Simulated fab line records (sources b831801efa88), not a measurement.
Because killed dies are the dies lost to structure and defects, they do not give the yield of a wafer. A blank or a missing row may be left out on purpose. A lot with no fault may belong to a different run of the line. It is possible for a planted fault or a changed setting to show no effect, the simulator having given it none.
What tool caused it? :: flow sky130 :: at 1 step of a route of 708, 7 lots with 21 wafers sampled

== WHAT EACH GAUGE READ, for each wafer ==
SKY_POLY_CUT_CD_MEAS_08 targets a cd of 270 nm.
lot: L406
measured: day 24 12:22
on: cd-sem-02
cd-nm (nm): 268.1 269.7 269.1

lot: L415
measured: day 27 15:27
on: cd-sem-02
cd-nm (nm): 265.9 265.0 266.7

lot: L417
measured: day 28 10:22
on: cd-sem-02
cd-nm (nm): 270.3 269.5 270.3

lot: L419
measured: day 29 05:44
on: cd-sem-02
cd-nm (nm): 272.8 273.0 272.5

lot: L424
measured: day 30 13:57
on: cd-sem-01
cd-nm (nm): 270.7 271.5 270.0

lot: L426
measured: day 31 06:06
on: cd-sem-02
cd-nm (nm): 269.0 268.6 269.7

lot: L428
measured: day 31 16:19
on: cd-sem-01
cd-nm (nm): 270.7 270.5 272.0

== TOOL THAT RAN EACH LOT (tool first, then ch and the chambers of the sampled wafers, then the start) ==
Before these readings, the record contains no process step.

== THE ANSWER, worked out from the rows above alone ==
Rule: the lots themselves supply what counts as usual. The widest of any qualifying gaps counts: lots, ordered by their means at a reading, are off when they make up no more than a third of the lots, leave a main group of 4 or more, and stand apart from it by 3 or more times the standard deviation of that group's means. Not used: any main group whose means are identical at the precision the tables above print for the reading. A lot without any number at a reading at which 4 lots or more have one is off too. The other lots that the step has rows for count as sound.
Nothing can be told from this: no lot is off at any reading shown.

== WHAT HAD BEEN PUT IN BY THE SIMULATOR ==
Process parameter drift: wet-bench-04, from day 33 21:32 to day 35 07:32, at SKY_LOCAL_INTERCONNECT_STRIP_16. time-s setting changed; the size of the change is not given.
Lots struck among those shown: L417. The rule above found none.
